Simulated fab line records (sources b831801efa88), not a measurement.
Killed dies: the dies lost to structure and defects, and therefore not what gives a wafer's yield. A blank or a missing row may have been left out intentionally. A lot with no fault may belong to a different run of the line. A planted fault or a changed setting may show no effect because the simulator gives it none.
One fault through the eyes of 2 desks || flow gf180mcu || what lay behind the numbers comes last; until then each desk has only its own

== TOOL OWNER'S DESK, implanter-01 ==
For each lot that ran on this tool, the mean over its sampled wafers that have a number, from the tool's own readings at GF_HV_LDD_IMPLANT_48. If a lot's mean is further than 4 standard deviations from the usual mean, the lot is out of limits and carries the mark OUT (the distance appears in the brackets).
Columns: A = dose_ions_cm2 at GF_HV_LDD_IMPLANT_48, usual 3.0001e+13; B = faraday_current_uA at GF_HV_LDD_IMPLANT_48, usual 169
{"lot": "L723", "first seen here": "day 13 03:32", "A": 3.0003e+13, "B": 172}
{"lot": "L725", "first seen here": "day 13 17:52", "A": 3.0023e+13, "B": 168}
{"lot": "L726", "first seen here": "day 14 00:44", "A": 3.0015e+13, "B": 168}
{"lot": "L732", "first seen here": "day 16 04:26", "A": 2.9974e+13, "B": 166}
{"lot": "L733", "first seen here": "day 16 11:34", "A": 2.9967e+13, "B": 170}
{"lot": "L734", "first seen here": "day 16 17:49", "A": "2.7094e+13 (-99 or more) OUT", "B": "154 (-4.2) OUT"}
{"lot": "L735", "first seen here": "day 17 01:49", "A": "2.7082e+13 (-99 or more) OUT", "B": "154 (-4.3) OUT"}
{"lot": "L743", "first seen here": "day 19 18:41", "A": 3.0024e+13, "B": 170}
This desk finds L734, L735 out of limits, L734 being first, at day 16 17:49 (dose_ions_cm2 at GF_HV_LDD_IMPLANT_48). In limits: L723, L725, L726, L732, L733, L743.

== AT THE METROLOGY DESK ==
Lot by lot, what the gauges showed, no matter which tool ran the lot: averages of those sampled wafers that carry a number. If a lot's mean is further than 4 standard deviations from the usual mean, the lot is out of limits and carries the mark OUT (the distance appears in the brackets).
Columns: A = POLY_GATE_OVL at GF_POLY_GATE_OVL_MEAS_11, usual 2 nm; B = cd_nm at GF_HV_LDD_CD_MEAS_19, usual 399.6 nm; C = cd_nm at GF_HV_LDD_CD_MEAS_46, usual 399.7 nm; D = HV_LDD_4_TW at GF_HV_LDD_TW_MEAS_50, usual 569
{"lot": "L721", "first seen here": "day 9 07:08", "A": 5, "B": 400.9, "C": 397.4, "D": 562}
{"lot": "L723", "first seen here": "day 9 19:35", "A": 1, "B": 398.3, "C": 400.5, "D": 569}
{"lot": "L725", "first seen here": "day 10 11:35", "A": 4, "B": 401.8, "C": 402.5, "D": 569}
{"lot": "L726", "first seen here": "day 10 17:14", "A": -1, "B": 401.5, "C": 397.8, "D": 570}
{"lot": "L727", "first seen here": "day 10 23:47", "A": 3, "B": 400.1, "C": 397.6, "D": 568}
{"lot": "L728", "first seen here": "day 11 08:56", "A": -5, "B": 400.1, "C": 396.9, "D": 567}
{"lot": "L730", "first seen here": "day 11 20:26", "A": 5, "B": 398.1, "C": 399.2, "D": 577}
{"lot": "L731", "first seen here": "day 12 06:26", "A": 2, "B": 399.5, "C": 399.1, "D": 570}
{"lot": "L732", "first seen here": "day 12 14:14", "A": 1, "B": 398.8, "C": 401.6, "D": 569}
{"lot": "L733", "first seen here": "day 12 20:53", "A": 4, "B": 398.0, "C": 399.9, "D": 564}
{"lot": "L734", "first seen here": "day 13 01:02", "A": 6, "B": 402.3, "C": 398.0, "D": "550 (-4.6) OUT"}
{"lot": "L735", "first seen here": "day 13 09:59", "A": 1, "B": 396.4, "C": 401.4, "D": "549 (-4.8) OUT"}
{"lot": "L743", "first seen here": "day 15 19:06", "A": 4, "B": 398.9, "C": 400.6, "D": 576}
{"lot": "L744", "first seen here": "day 16 01:26", "A": -1, "B": 397.9, "C": 397.5, "D": 565}
Per this desk, out of limits: L734, L735; the first was L734, day 16 18:02 (HV_LDD_4_TW at GF_HV_LDD_TW_MEAS_50). In limits: L721, L723, L725, L726, L727, L728, L730, L731, L732, L733, L743, L744.

== ALL TOGETHER ==
An alarm could have come from the tool owner's desk at day 16 17:49, on L734, L735.
At day 16 18:02 the metrology desk could have sounded an alarm, on L734, L735.
On implanter-01, each named lot ran GF_HV_LDD_IMPLANT_48.

== WHAT THE SIMULATOR HAD PUT IN ==
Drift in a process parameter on implanter-01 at GF_HV_LDD_IMPLANT_48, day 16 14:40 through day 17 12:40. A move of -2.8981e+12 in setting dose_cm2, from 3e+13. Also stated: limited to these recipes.
Struck lots among those shown: L734, L735.
Time in hours from fault onset to the first out-of-limits reading at each desk: tool owner's desk 3, metrology desk 3.
